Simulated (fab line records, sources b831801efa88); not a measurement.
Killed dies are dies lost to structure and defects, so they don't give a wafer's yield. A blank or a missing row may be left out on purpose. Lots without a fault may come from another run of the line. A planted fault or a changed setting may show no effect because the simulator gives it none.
Which tool did it? | flow sky130 | 12 lots, 36 wafers sampled, at 5 steps of a route of 708

WHAT THE GAUGES READ, wafer by wafer
SKY_FIELD_ISO_BOW_MEAS_00.
lot  | measured    | on            | INCOMING_BOW (um)
L980 | day 1 20:00 | film_metro-04 | 10 9 6
L981 | day 2 01:00 | film_metro-04 | 0 3 6
L982 | day 2 06:01 | film_metro-04 | 3 -5 3
L983 | day 2 11:02 | film_metro-04 | 3 7 -6
L984 | day 2 16:00 | film_metro-04 | -7 2 0
L985 | day 2 21:00 | film_metro-02 | -3 1 12
L986 | day 3 02:01 | film_metro-02 | 7 -2 -3
L987 | day 3 07:00 | film_metro-01 | 10 4 -5
L996 | day 5 04:02 | film_metro-02 | -11 2 1
L997 | day 5 09:01 | film_metro-02 | 15 5 -14
L998 | day 5 14:01 | film_metro-02 | -6 -1 -3
L101 | day 6 05:00 | film_metro-02 | 3 -3 -2

SKY_VT_ADJUST_LVTN_TW_MEAS_21.
lot  | measured     | on            | VT_ADJUST_LVTN_2_TW
L980 | day 8 11:59  | film_metro-03 | 186.9 187.4 186.5
L981 | day 8 18:58  | film_metro-03 | 188.0 186.9 188.3
L982 | day 8 22:35  | film_metro-03 | 187.1 186.8 187.4
L983 | day 9 05:15  | film_metro-03 | 187.0 187.3 185.1
L984 | day 9 10:46  | film_metro-03 | 186.3 186.2 185.6
L985 | day 9 17:04  | film_metro-03 | 185.8 186.3 186.4
L986 | day 10 08:29 | film_metro-02 | 166.4 165.6 166.6 165.6 165.7 166.7
L987 | day 10 10:53 | film_metro-02 | 165.7 165.5 166.2 165.6 164.9 165.7
L996 | day 12 23:33 | film_metro-03 | 186.9 187.3 185.8
L997 | day 13 11:13 | film_metro-02 | 188.0 187.7 188.9
L998 | day 13 14:55 | film_metro-04 | 188.3 188.7 189.4
L101 | day 14 16:04 | film_metro-03 | 187.2 187.7 186.7

SKY_SD_P_TW_MEAS_11.
lot  | measured     | on            | SD_P_TW
L980 | day 26 21:55 | film_metro-03 | 2820 2827 2811
L981 | day 27 02:03 | film_metro-03 | 2836 2834 2843
L982 | day 27 06:38 | film_metro-04 | 2839 2834 2845
L983 | day 27 13:54 | film_metro-04 | 2842 2852 2839
L984 | day 27 22:59 | film_metro-01 | 2817 2829 2800
L985 | day 28 03:59 | film_metro-01 | 2817 2817 2827
L986 | day 29 01:47 | film_metro-03 | 2831 2834 2825
L987 | day 29 00:36 | film_metro-03 | 2832 2827 2821
L996 | day 31 15:33 | film_metro-04 | 2843 2845 2856
L997 | day 32 08:07 | film_metro-03 | 2842 2847 2834
L998 | day 32 15:05 | film_metro-04 | 2842 2835 2842
L101 | day 33 11:41 | film_metro-03 | 2822 2832 2818

WHICH TOOL RAN EACH LOT (tool, then ch and the chambers of the sampled wafers, then the start)
lot  | SKY_PWDE_STRIP_09                   | SKY_VT_ADJUST_LVTN_IMPLANT_19
L980 | plasma_asher-02 ch 0,1, day 4 09:52 | implanter-02 ch 0, day 8 11:43
L981 | plasma_asher-02 ch 0,1, day 4 15:45 | implanter-03 ch 0, day 8 18:43
L982 | plasma_asher-02 ch 0,1, day 4 18:45 | implanter-03 ch 0, day 8 22:21
L983 | plasma_asher-04 ch 0,1, day 5 00:23 | implanter-03 ch 0, day 9 05:02
L984 | plasma_asher-04 ch 0,1, day 5 06:00 | implanter-01 ch 0, day 9 10:31
L985 | plasma_asher-02 ch 0,1, day 5 10:31 | implanter-01 ch 0, day 9 16:49
L986 | plasma_asher-04 ch 0,1, day 5 20:55 | implanter-01 ch 0, day 10 08:15
L987 | plasma_asher-04 ch 0,1, day 6 00:48 | implanter-01 ch 0, day 10 10:38
L996 | plasma_asher-03 ch 0,1, day 8 02:14 | implanter-02 ch 0, day 12 23:20
L997 | plasma_asher-02 ch 0,1, day 8 08:49 | implanter-02 ch 0, day 13 10:59
L998 | plasma_asher-04 ch 0,1, day 8 15:13 | implanter-02 ch 0, day 13 14:41
L101 | plasma_asher-02 ch 0,1, day 9 09:58 | implanter-03 ch 0, day 14 15:49
- SKY_PWDE_STRIP_09: strips in O2/N2.
- SKY_VT_ADJUST_LVTN_IMPLANT_19

WHAT THE TOOLS THEMSELVES READ (means of the sampled wafers that have a number; where no wafer has one, the mark that the record gives instead)
SKY_PWDE_STRIP_09.
lot  | tool            | drypump_motor_current_A (A) | o2_flow_sccm (sccm) | oes_product_au (a.u.) | strip_time_to_endpoint_s (s)
L980 | plasma_asher-02 | 5.4                         | 2999                | 0.722                 | 37.14
L981 | plasma_asher-02 | 5.4                         | 2997                | 0.722                 | 36.97
L982 | plasma_asher-02 | 5.4                         | 3007                | 0.725                 | 36.96
L983 | plasma_asher-04 | 5.7                         | 2992                | 0.725                 | 37.03
L984 | plasma_asher-04 | 5.7                         | 2993                | 0.725                 | 37.00
L985 | plasma_asher-02 | 5.7                         | 3003                | 0.725                 | 36.89
L986 | plasma_asher-04 | 5.6                         | 3008                | 0.720                 | 36.95
L987 | plasma_asher-04 | 5.7                         | 3000                | 0.723                 | 36.80
L996 | plasma_asher-03 | 6.4                         | 2994                | 0.723                 | 36.85
L997 | plasma_asher-02 | 5.4                         | 3007                | 0.721                 | 36.83
L998 | plasma_asher-04 | 5.5                         | 2992                | 0.722                 | 36.95
L101 | plasma_asher-02 | 5.7                         | 3006                | 0.722                 | 37.06

SKY_VT_ADJUST_LVTN_IMPLANT_19.
lot  | tool         | dose_ions_cm2 | faraday_current_uA
L980 | implanter-02 | 6.5e+11       | 3.59
L981 | implanter-03 | 6.5e+11       | 3.60
L982 | implanter-03 | 6.5e+11       | 3.67
L983 | implanter-03 | 6.5e+11       | 3.66
L984 | implanter-01 | 6.5e+11       | 3.69
L985 | implanter-01 | 6.5e+11       | 3.68
L986 | implanter-01 | 4.0e+11       | 2.28
L987 | implanter-01 | 4.0e+11       | 2.24
L996 | implanter-02 | 6.5e+11       | 3.71
L997 | implanter-02 | 6.5e+11       | 3.72
L998 | implanter-02 | 6.5e+11       | 3.68
L101 | implanter-03 | 6.5e+11       | 3.65

THE ANSWER, worked out from the rows above alone
Rule: what is usual is taken from the lots themselves. Put in order of their means at a reading, lots are off if they are a third of the lots or fewer, leave a main group of 4 or more, and stand apart from it by a gap of 3 or more times the standard deviation of the main group's means; of several such gaps the widest counts. A main group whose means are all the same, to the digits that the tables above print for the reading, isn't used. A lot without any number at a reading at which 4 lots or more have one is off too. The other lots that the step has rows for count as sound. The gauges are gone through in route order, then the tools' own readings, and for those a lot's mean is taken as printed above. The first step at which some lot is off is used, and at that step the reading that is off furthest; a lot without a number counts as furthest.
Off: L986, L987, at SKY_VT_ADJUST_LVTN_TW_MEAS_21 (VT_ADJUST_LVTN_2_TW). The main group: mean 187.1, standard deviation 0.84.
A tool fits if, at a process step before that reading, it ran every lot that is off, and no sound lot after the first of them. The gauges at SKY_VT_ADJUST_LVTN_TW_MEAS_21 aren't tried: what is off there is off at SKY_VT_ADJUST_LVTN_IMPLANT_19 too, on other tools, and a gauge's error can't cause that. One fits: implanter-01 at SKY_VT_ADJUST_LVTN_IMPLANT_19. Its last sound lot is L985 (day 9 16:49), its first lot that is off L986 (day 10 08:15): a fault that began between those two fits.
The tool's own readings at SKY_VT_ADJUST_LVTN_IMPLANT_19 bear it out: on the lots that are off they differ by more than 5 times the standard deviation of the sound lots' means. dose_ions_cm2 reads 4.0e+11 there against 6.5e+11 on the sound lots; faraday_current_uA reads 2.26 there against 3.67 on the sound lots.

WHAT THE SIMULATOR HAD PUT IN
Process parameter drift: implanter-01, from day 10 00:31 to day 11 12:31, at SKY_VT_ADJUST_LVTN_IMPLANT_19. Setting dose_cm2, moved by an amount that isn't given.
Lots struck among those shown: L986, L987. The rule above found the same.
